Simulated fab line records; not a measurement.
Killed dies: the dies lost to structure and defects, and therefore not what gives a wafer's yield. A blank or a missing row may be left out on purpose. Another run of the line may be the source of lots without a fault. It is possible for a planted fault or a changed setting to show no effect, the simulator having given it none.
Struck lot and sound lot, side by side :: flow gf180mcu :: 19 steps out of a route of 602
Sound: these wafers, L869.2, L869.5, L869.6. Wafers L884.1, L884.2, L884.6 were the ones struck. The cause is given at the end.
Each step with rows lists, per side, the tool, then ch with its chambers, then its first start. Under that, the readings that differ: sound wafers :: struck wafers :: difference of the means :: sigmas: that difference in standard deviations of wafers without a fault.
alike: readings with means less than 2 such deviations apart, plus words and numbers identical on both sides. not compared: withheld readings, readings lacking a value on some wafer, bounds such as >300 that could conceal the same value, and numbers that have no deviation in the record and whose values overlap.
The two part at a step that has a row with sigmas, a row that says differs or no value, or rows on one side only. Numbers that have no deviation but don't overlap get no sigmas and don't part them. A reading missing from all wafers of one side parts the sides only when that side holds two or more wafers.

first, 1 step without rows for these wafers: GF_HV_LDD_CLEAN_51 (cleans in SC1/SC2, time 150 s).
GF_HV_LDD_RTA_52: time 10 s.
  sound on rtp_anneal-02 ch 0, day 12 13:04; struck on rtp_anneal-02 ch 0, day 17 13:56
  alike: lamp_power_pct, wafer_temp_C_max
GF_HV_LDD_RS_MEAS_53: measurement is done with a four-point probe.
  sound on film_metro-03, day 12 13:08; struck on film_metro-04, day 17 14:04
  alike: HV_LDD_RS
then, 1 step without rows for these wafers: GF_HV_LDD_CVD_54 (deposits SiO2 from TEOS, target thk 10 nm, time 75 s).
GF_HV_LDD_THK_MEAS_55:
  sound on film_metro-04, day 12 14:16; struck on film_metro-04, day 17 15:12
  alike: HV_LDD_CVD_54_THK
then, 1 step without rows for these wafers: GF_HV_LDD_CVD_56 (deposits Si3N4 from DCS/NH3, target thk 90 nm, time 1543 s).
GF_HV_LDD_THK_MEAS_57:
  sound on film_metro-04, day 12 15:45; struck on film_metro-03, day 17 16:41
  alike: HV_LDD_CVD_56_THK
GF_HV_LDD_ETCHBACK_58: etches Si3N4 in CH3F/O2, stops on SiO2, time 100 s, target depth 90 nm.
  sound on rie_diel-04 ch 0,3, day 12 15:48; struck on rie_diel-04 ch 2,3, day 17 16:45
reading: throttle_valve_pct (%)
sound: 10.546 10.563 10.556
struck: 10.566 10.570 10.586
difference: +0.019
sigmas: +2
  alike: drypump_motor_current_A, oes_product_au
  not compared: rf_hours_counter_h
then, 4 steps without rows for these wafers: GF_NSD_DEHYDRATE_00 (time 60 s); GF_NSD_HMDS_01 (prime time 60 s); GF_NSD_COAT_02 (resist thk 1000 nm); GF_NSD_SOFTBAKE_03 (time 60 s).
GF_NSD_EXPOSE_04: exposes mask Nplus, target cd 400 nm.
  sound on iline_stepper-01 ch 0, day 13 02:08; struck on iline_stepper-01 ch 0, day 18 04:30
reading: model.NSD.overlay_x_nm (nm)
sound: -2.586 -2.586 -2.586
struck: -83.88 -83.88 -83.88
difference: -81.29
sigmas: 
  alike: mask, stage_vel_mm_s
then, 2 steps without rows for these wafers: GF_NSD_PEB_05; GF_NSD_DEVELOP_06 (develop time 60 s).
GF_NSD_CD_MEAS_07 targets a cd of 400 nm.
  sound on cd_sem-02, day 13 11:53; struck on cd_sem-01, day 18 16:46
  alike: cd_nm
GF_NSD_OVL_MEAS_08:
  sound on overlay-01, day 13 11:59; struck on overlay-01, day 18 16:53
reading: NSD_OVL (nm)
sound: -4.1 -3.4 -2.9
struck: -81.7 -82.9 -83.9
difference: -79.4
sigmas: -66
then, 2 steps without rows for these wafers: GF_NSD_IMPLANT_09; GF_PASSIVATION_PROBE_99.

WHERE THEY PART
At GF_HV_LDD_ETCHBACK_58 first; at GF_NSD_OVL_MEAS_08 last (within this record only).

WHY: what the simulator had put in
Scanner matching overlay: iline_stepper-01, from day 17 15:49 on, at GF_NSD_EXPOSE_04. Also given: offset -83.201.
